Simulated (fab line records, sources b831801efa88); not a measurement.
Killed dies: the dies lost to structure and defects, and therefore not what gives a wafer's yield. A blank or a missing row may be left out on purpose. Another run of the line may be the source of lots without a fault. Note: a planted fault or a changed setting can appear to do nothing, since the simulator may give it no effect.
Problem report, 8D (eight disciplines) form, completed by code + flow sky130 + the parts of the form that need people (team, actions taken, sign-off) are left out

== 1. WHAT IS WRONG ==
Across 6 wafers from 2 lots, VT_ADJUST_LVTN_2_TW at SKY_VT_ADJUST_LVTN_TW_MEAS_21 averages 182.1, while fault-free wafers read 189.2 with a standard deviation of 0.92. Measured from the usual mean, that is -7.7 standard deviations.
First seen on wafer L547.1, day 10 05:01, on filmMetro-02. Wafers with a number at this step in the record: 42, from 14 lots. The rule behind "out" and "out of limits": a value lying over 4 standard deviations away from the usual mean. All remaining wafers that have a number are taken as sound.

== 2. WHAT IT IS, WHAT IT ISN'T ==
| question                    | is                         | is not                                                                                                   |
|-----------------------------|----------------------------|----------------------------------------------------------------------------------------------------------|
| which readings at this step | VT_ADJUST_LVTN_2_TW        | -                                                                                                        |
| which lots                  | L547, L548                 | L539, L540, L541, L542, L543, L549, L552, L553, L558, L559, L560, L561                                   |
| which wafers of those lots  | all that have a number     | -                                                                                                        |
| read on which gauges        | filmMetro-02, filmMetro-04 | filmMetro-03                                                                                             |
| when                        | from day 10 05:01          | up to then (15 sound wafers); but 21 sound wafers of L549, L552, L553, L558, L559, L560, L561 came after |

== 3. THE SUSPECTS, EACH WITH WHAT RULES IT OUT ==
Counting: a tool stays on the suspect list if, at a process step up to the reading, it processed all lots that are out and no sound lot following the first of them.
- the gauge at SKY_VT_ADJUST_LVTN_TW_MEAS_21 has been ruled out. 2 gauges (filmMetro-02, filmMetro-04) read the wafers that are out.
- implanter-04 at SKY_VT_ADJUST_LVTN_IMPLANT_19: ruled out as a lasting fault. Sound lots L561 ran on it after its first lot that is out, L547 (day 10 04:46).
Left after counting: nothing in the record.

== 4. THE CAUSE (what the simulator had put in) ==
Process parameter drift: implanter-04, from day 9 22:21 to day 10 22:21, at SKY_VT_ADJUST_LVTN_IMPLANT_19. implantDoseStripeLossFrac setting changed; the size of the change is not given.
Counting ruled it out, wrongly: the rule takes a fault to strike every lot that its tool runs from its start on, and this one did not.

== 5. THE EFFECT CHAIN, in route order ==
Each row: a reading whose mean over the struck wafers that have a number lies more than 3 standard deviations from the usual. Only readings for which the record gives a usual standard deviation are gone through. hours: the time from each lot's start at the first step in this table that gives one to its start at this step, as a median over the lots. sigmas: the change in usual standard deviations.
| hours | step                          | reading             | usual | on struck wafers | change | sigmas |
|-------|-------------------------------|---------------------|-------|------------------|--------|--------|
| 0     | SKY_VT_ADJUST_LVTN_TW_MEAS_21 | VT_ADJUST_LVTN_2_TW | 189.2 | 182.1            | -7.1   | -7.7   |

== 6. HOW IT WOULD HAVE BEEN CAUGHT EARLIER ==
7 hours passed between the start of the fault at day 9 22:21 and the first reading out of limits at a measuring or inspecting step in this record, taken at day 10 05:01.
